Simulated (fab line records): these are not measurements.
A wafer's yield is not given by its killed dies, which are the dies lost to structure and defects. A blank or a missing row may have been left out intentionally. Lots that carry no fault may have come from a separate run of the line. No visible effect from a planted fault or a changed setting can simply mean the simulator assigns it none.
8D (eight disciplines) problem report, filled in by code / flow gf180mcu / the parts of the form that need people (team, actions taken, sign-off) are left out

## 1. PROBLEM STATEMENT
Wafers free of any fault read 0.328 ohm/sq (standard deviation 0.0045) for V2_W_RS at GF_V2_RS_MEAS_24, against a mean of 0.387 ohm/sq on 9 wafers of 3 lots. That is +13 standard deviations from the usual mean.
The step: measures by four-point-probe.
Earliest sighting: wafer L252.1 on filmMetro-02 at day 26 11:37. At this step, 36 wafers from 12 lots have a number in the record. Rule for "out" (also "out of limits"): further than 4 standard deviations from the usual mean. All remaining wafers that have a number are taken as sound.

## 2. WHAT THIS IS AND IS NOT
question=which readings at this step | is=V2_W_RS | is not=-
question=which lots | is=L252, L253, L255 | is not=L236, L238, L239, L240, L244, L249, L250, L251, L254
question=which wafers of those lots | is=all that have a number | is not=-
question=read on which gauges | is=filmMetro-01, filmMetro-02 | is not=filmMetro-03
question=when | is=from day 26 11:37 | is not=up to then (24 sound wafers); but 3 sound wafers of L254 came after

## 3. SUSPECTS, AND WHAT RULES EACH OUT
Counting: any tool at a process step up to the reading is kept as a suspect provided that every lot that is out went through it and no sound lot did after the first of them.
- the gauge at GF_V2_RS_MEAS_24: ruled out. Those wafers that are out were read across 2 gauges (filmMetro-01, filmMetro-02).
- cvdW-02 at GF_V2_CVD_23 (deposits W, target thk 350 nm, time 104.94 s): kept. All lots that are out passed through it, beginning with L252 at day 26 11:29, and no sound lot followed; its final sound lot before that point was L250 at day 25 21:48.
Left after counting: cvdW-02 at GF_V2_CVD_23.

## 4. THE CAUSE (what the simulator had put in)
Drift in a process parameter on cvdW-02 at GF_V2_CVD_23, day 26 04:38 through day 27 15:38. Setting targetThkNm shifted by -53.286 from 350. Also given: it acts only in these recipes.
The count eliminated every tool but this one.

## 5. THE EFFECT CHAIN, in route order
Rows list readings where the struck wafers' mean (over those with a number) sits beyond 3 standard deviations from the usual. Only readings for which the record gives a usual standard deviation are gone through. hours: the time from each lot's start at the first step in this table that gives one to its start at this step, as a median over the lots. sigmas: the change in usual standard deviations.
hours=0; step=GF_V2_RS_MEAS_24; reading=V2_W_RS; usual=0.328 ohm/sq; on struck wafers=0.387; change=+0.059; sigmas=+13
hours=0; step=GF_V2_THK_MEAS_25; reading=V2_W_THK; usual=347 nm; on struck wafers=293; change=-54; sigmas=-10

## 6. HOW IT WOULD HAVE BEEN CAUGHT EARLIER
7 hours passed between the start of the fault at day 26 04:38 and the first reading out of limits at a measuring or inspecting step in this record, taken at day 26 11:37.
No tool reading at GF_V2_CVD_23 that has a usual standard deviation in the record was out on any struck wafer, so an alarm limit of 4 standard deviations on those readings would not have fired.
Among the 3 lots that are out, L253, L255 began GF_V2_CVD_23 on cvdW-02 after day 26 11:37. A hold on the tool at that time would have spared those 2.
